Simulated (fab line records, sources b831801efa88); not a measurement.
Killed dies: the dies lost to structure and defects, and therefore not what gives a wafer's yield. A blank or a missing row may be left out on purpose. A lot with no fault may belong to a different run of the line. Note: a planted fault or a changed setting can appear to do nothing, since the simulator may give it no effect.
Chamber matching | flow gf180mcu | GF_V4_CMP_04 on cmp-02 has 4 sister chambers
The step polishes SiO2. 8 wafers are shown with their chamber, then 7 later ones without.

## WAFERS WITH THEIR CHAMBER
wafer  | chamber | motor_current_A (A) | time_to_endpoint_s (s)
L563.3 | 1       | 13.0                | 68
L564.1 | 1       | 13.1                | 77
L564.3 | 0       | 12.8                | 77
L566.1 | 3       | 11.4                | 70
L566.3 | 0       | 12.8                | 72
L566.4 | 2       | 12.0                | 76
L568.1 | 2       | 12.3                | 73
L568.2 | 3       | 11.3                | 80

## WAFERS MISSING THEIR CHAMBER
wafer  | motor_current_A (A) | time_to_endpoint_s (s)
L568.4 | 13.5                | 85
L569.1 | 11.8                | 85
L569.5 | 13.1                | 77
L569.6 | 12.2                | 80
L574.2 | 11.2                | 78
L574.4 | 12.8                | 82
L574.6 | 11.3                | 83

## WHICH CHAMBER EACH ONE RAN IN
wafer  | from the rows above     | in truth
L568.4 | can't be placed: 1 or 0 | 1
L569.1 | can't be placed: 2 or 3 | 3
L569.5 | can't be placed: 1 or 0 | 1
L569.6 | 2                       | 2
L574.2 | 3                       | 3
L574.4 | can't be placed: 0 or 1 | 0
L574.6 | 3                       | 3
Correctly placed: 3 of 7. These rows do not allow placing 4 (true chamber among the candidates in 4). Number placed wrongly: 0.
How it was worked out, from the rows above alone: a wafer's distance from a chamber is the root of the sum, over the readings, of the square of ((its reading less the chamber's mean) divided by the reading's scatter). The wafer belongs to the nearest chamber; if the next one is less than 2 further off, it can't be placed. Each chamber's mean is taken over the wafers shown for it. The scatter: the root of (the sum of the squares of (reading less its chamber's mean) over the shown wafers, divided by (wafers less chambers)).
